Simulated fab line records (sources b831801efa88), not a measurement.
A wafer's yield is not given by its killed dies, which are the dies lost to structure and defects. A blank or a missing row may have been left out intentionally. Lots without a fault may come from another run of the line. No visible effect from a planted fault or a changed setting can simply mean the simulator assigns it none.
One fault seen from 2 desks -- flow sky130 -- each desk has only its own numbers; what lay behind them comes last

## DESK OF THE TOOL OWNER: lithoTrack-03
The tool's own readings at SKY_VT_ADJUST_PCH_COAT_02 (resist thk 3000 nm): means of the sampled wafers that have a number, for each lot that ran on this tool. The brackets show how far a lot's mean lies from the usual mean; more than 4 standard deviations puts the lot out of limits, marked OUT.
Columns: A = exhaustPa at SKY_VT_ADJUST_PCH_COAT_02, usual 45.0 Pa; B = spinSpeedRpm at SKY_VT_ADJUST_PCH_COAT_02, usual 1999.8 rpm
lot,first seen here,A,B
L412,day 12 04:23,44.6,1999.5
L414,day 12 22:40,46.3,2000.3
L415,day 13 00:50,45.4,1715.1 (-99 or more) OUT
L418,day 14 02:28,43.7,1715.4 (-99 or more) OUT
L427,day 17 12:32,45.0,1998.2
Finding of this desk: L415, L418 out of limits; the first was L415 at day 13 00:50, on spinSpeedRpm at SKY_VT_ADJUST_PCH_COAT_02. L412, L414, L427: within limits.

## THE METROLOGY DESK
Means of the sampled wafers that have a number, per lot and without regard to the tool the lot ran on: this is what the gauges read. The brackets show how far a lot's mean lies from the usual mean; more than 4 standard deviations puts the lot out of limits, marked OUT.
Columns: A = VT_ADJUST_NCORE_TW at SKY_VT_ADJUST_NCORE_TW_MEAS_11, usual 218.1
lot,first seen here,A
L405,day 8 17:14,217.7
L406,day 9 02:58,221.5
L408,day 9 13:12,215.4
L412,day 10 16:14,218.2
L414,day 11 09:54,217.1
L415,day 11 11:55,217.6
L416,day 11 22:35,217.6
L417,day 12 04:37,218.1
L418,day 12 12:20,217.5
L423,day 13 23:55,215.7
L425,day 14 13:13,215.2
L426,day 15 05:28,221.8
L427,day 15 18:16,222.0
L428,day 16 01:29,218.4
This desk's finding: nothing out of limits on any of the 14 lots.

## BROUGHT TOGETHER
At day 13 00:50, on L415, L418, the tool owner's desk was in a position to raise an alarm.
The metrology desk saw nothing out of limits.
The metrology desk has L415, L418 on record, within its limits.
SKY_VT_ADJUST_PCH_COAT_02 was run on lithoTrack-03 by each of the lots named.

## WHAT THE SIMULATOR PUT IN
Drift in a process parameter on lithoTrack-03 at SKY_VT_ADJUST_PCH_COAT_02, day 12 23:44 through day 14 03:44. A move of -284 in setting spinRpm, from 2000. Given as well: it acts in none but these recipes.
Shown lots that were struck: L415, L418.
Time in hours from fault onset to the first out-of-limits reading at each desk: the tool owner's desk, 1.
